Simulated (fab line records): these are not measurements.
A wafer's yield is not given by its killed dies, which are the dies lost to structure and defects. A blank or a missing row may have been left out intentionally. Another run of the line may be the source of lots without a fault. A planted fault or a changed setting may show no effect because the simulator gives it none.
Comparing a struck lot with a sound one | flow gf180mcu | 18 out of 602 route steps
Sound: these wafers, L459.3, L459.4, L459.6. Wafers struck: L472.1, L472.4, L472.6. Last of all comes the cause.
For every step that has rows: the tool of each side, followed by ch and its chambers, followed by its first start. Under that, the readings that differ: sound wafers | struck wafers | difference of the means | sigmas: that difference in standard deviations of wafers without a fault.
alike: a reading whose means differ by less than 2 such deviations, as well as words and numbers matching on both sides. not compared: withheld readings; readings where some wafer has no value; bounds like >300 that might hide an equal value; numbers whose values overlap and for which the record gives no deviation.
Wherever a step has rows on one side only, a row that says differs or no value, or a row with sigmas, the two part there. Numbers that have no deviation but don't overlap get no sigmas and don't part them. A reading missing from all wafers of one side parts the sides only when that side holds two or more wafers.

first, 1 step without rows for these wafers: GF_HV_LDD_CLEAN_51 (cleans in SC1/SC2, time 150 s).
GF_HV_LDD_RTA_52: time 10 s.
  sound on rtp-anneal-01 ch 0, day 13 19:29; struck on rtp-anneal-01 ch 0, day 18 00:45
  alike: lamp-power-pct, wafer_temp_C_max
GF_HV_LDD_RS_MEAS_53: a four-point-probe measurement.
  struck on film-metro-01, day 18 00:49; sound on film-metro-04, day 13 19:34
  alike: HV_LDD_RS
then, 1 step without rows for these wafers: GF_HV_LDD_CVD_54 (deposits SiO2 from TEOS, target thk 10 nm, time 75 s).
GF_HV_LDD_THK_MEAS_55:
  struck on film-metro-01, day 18 01:59; sound on film-metro-01, day 13 20:41
  alike: HV_LDD_CVD_54_THK
then, 1 step without rows for these wafers: GF_HV_LDD_CVD_56 (deposits Si3N4 from DCS/NH3, target thk 90 nm, time 1543 s).
GF_HV_LDD_THK_MEAS_57:
  struck on film-metro-01, day 18 03:28; sound on film-metro-02, day 13 22:11
  alike: HV_LDD_CVD_56_THK
GF_HV_LDD_ETCHBACK_58: etches Si3N4 in CH3F/O2, stops on SiO2, time 100 s, target depth 90 nm.
  sound on rie-diel-03 ch 1,3, day 13 22:13; struck on rie-diel-02 ch 0,3, day 18 03:32
  alike: chamber-pressure-mTorr, drypump-motor-current-A, oes-product-au, throttle-valve-pct
  not compared: rf-hours-counter-h
then, 4 steps without rows for these wafers: GF_NSD_DEHYDRATE_00 (time 60 s); GF_NSD_HMDS_01 (prime time 60 s); GF_NSD_COAT_02 (resist thk 1000 nm); GF_NSD_SOFTBAKE_03 (time 60 s).
GF_NSD_EXPOSE_04: exposes mask Nplus, target cd 400 nm.
  sound on iline-stepper-01 ch 0, day 14 08:17; struck on iline-stepper-01 ch 0, day 18 14:16
  reading              | sound                | struck               | difference | sigmas
  exposure-dose-mJ-cm2 | 139.71 139.99 139.85 | 128.08 128.21 128.20 | -11.69     | -83
  alike: mask
then, 2 steps without rows for these wafers: GF_NSD_PEB_05; GF_NSD_DEVELOP_06 (develop time 60 s).
GF_NSD_CD_MEAS_07 targets a cd of 400 nm.
  struck on cd-sem-02, day 19 02:44; sound on cd-sem-01, day 14 19:06
  reading    | sound             | struck            | difference | sigmas
  cd-nm (nm) | 398.5 397.9 400.2 | 372.4 373.0 374.2 | -25.7      | -10
GF_NSD_OVL_MEAS_08:
  struck on overlay-01, day 19 02:52; sound on overlay-02, day 14 19:13
  alike: NSD_OVL
-- the record jumps here: 15 days lie between the struck wafers' starts before and after (it left off in module NSD and takes up again in module PASSIVATION, whose first step shown is number 602 of the route) --
GF_PASSIVATION_PROBE_99:
  only the struck wafers here have rows in the record (prober-01, day 33 15:20); the sound ones have none

== WHERE THEY PART ==
Last at GF_PASSIVATION_PROBE_99 as far as this record goes, first at GF_NSD_EXPOSE_04.

WHY: what the simulator had put in
Drift in process parameters on iline-stepper-01 at GF_NSD_EXPOSE_04, starting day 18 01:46. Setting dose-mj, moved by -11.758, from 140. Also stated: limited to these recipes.
